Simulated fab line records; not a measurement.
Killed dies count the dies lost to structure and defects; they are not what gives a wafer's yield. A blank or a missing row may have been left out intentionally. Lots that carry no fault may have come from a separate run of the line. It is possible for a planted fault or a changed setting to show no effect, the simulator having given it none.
One fault seen from 2 desks / flow sky130 / numbers are kept per desk, each desk with only its own; the story behind them comes last

== FOR THE TOOL OWNER'S DESK: rieSi-01 ==
The tool's own readings at SKY_FIELD_ISO_ETCH_17 (etches Si in HBr/Cl2/O2, target depth 342 nm, time 97.7 s): means of the sampled wafers that have a number, for each lot that ran on this tool. The brackets show how far a lot's mean lies from the usual mean; more than 4 standard deviations puts the lot out of limits, marked OUT.
Columns: A = drypumpMotorCurrentA at SKY_FIELD_ISO_ETCH_17, usual 5.7 A; B = mfcCl2Sccm at SKY_FIELD_ISO_ETCH_17, usual 40.00 sccm; C = oesProductAu at SKY_FIELD_ISO_ETCH_17, usual 0.999 a.u.; D = rfFwdPowerW at SKY_FIELD_ISO_ETCH_17, usual 596.3 W; E = throttleValvePct at SKY_FIELD_ISO_ETCH_17, usual 25.656 %
lot=L733; first seen here=day 3 18:23; A=5.7; B=39.97; C=0.996; D=595.8; E=25.663
lot=L738; first seen here=day 4 21:50; A=5.5; B=40.04; C=0.949 (-5.9) OUT; D=501.5 (-41) OUT; E=25.692
lot=L743; first seen here=day 5 21:44; A=5.6; B=39.88; C=0.954 (-5.3) OUT; D=501.7 (-41) OUT; E=25.690
This desk's finding: out of limits on L738, L743; first on L738, day 4 21:50 (oesProductAu at SKY_FIELD_ISO_ETCH_17). Within limits: L733.

== THE METROLOGY DESK ==
What the gauges read for every lot (on any tool): the sampled wafers with a number, averaged. The brackets show how far a lot's mean lies from the usual mean; more than 4 standard deviations puts the lot out of limits, marked OUT.
Columns: A = cdNm at SKY_FIELD_ISO_CD_MEAS_13, usual 149.9 nm
lot=L726; first seen here=day 2 04:34; A=151.1
lot=L733; first seen here=day 3 18:04; A=150.2
lot=L738; first seen here=day 4 21:33; A=149.2
lot=L743; first seen here=day 5 21:26; A=148.6
lot=L746; first seen here=day 6 14:47; A=148.7
lot=L748; first seen here=day 7 01:47; A=150.7
This desk's finding: nothing out of limits on any of the 6 lots.

== ALL TOGETHER ==
An alarm could have come from the tool owner's desk at day 4 21:50, on L738, L743.
Nothing out of limits was seen by the metrology desk.
The metrology desk holds a record of L738, L743, inside its limits.
Of the lots named, all ran SKY_FIELD_ISO_ETCH_17 on rieSi-01.

== WHAT THE SIMULATOR HAD INSERTED ==
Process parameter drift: rieSi-01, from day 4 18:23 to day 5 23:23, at SKY_FIELD_ISO_ETCH_17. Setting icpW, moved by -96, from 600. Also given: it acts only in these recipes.
Struck lots among those shown: L738, L743.
Time in hours from fault onset to the first out-of-limits reading at each desk: the tool owner's desk, 3.
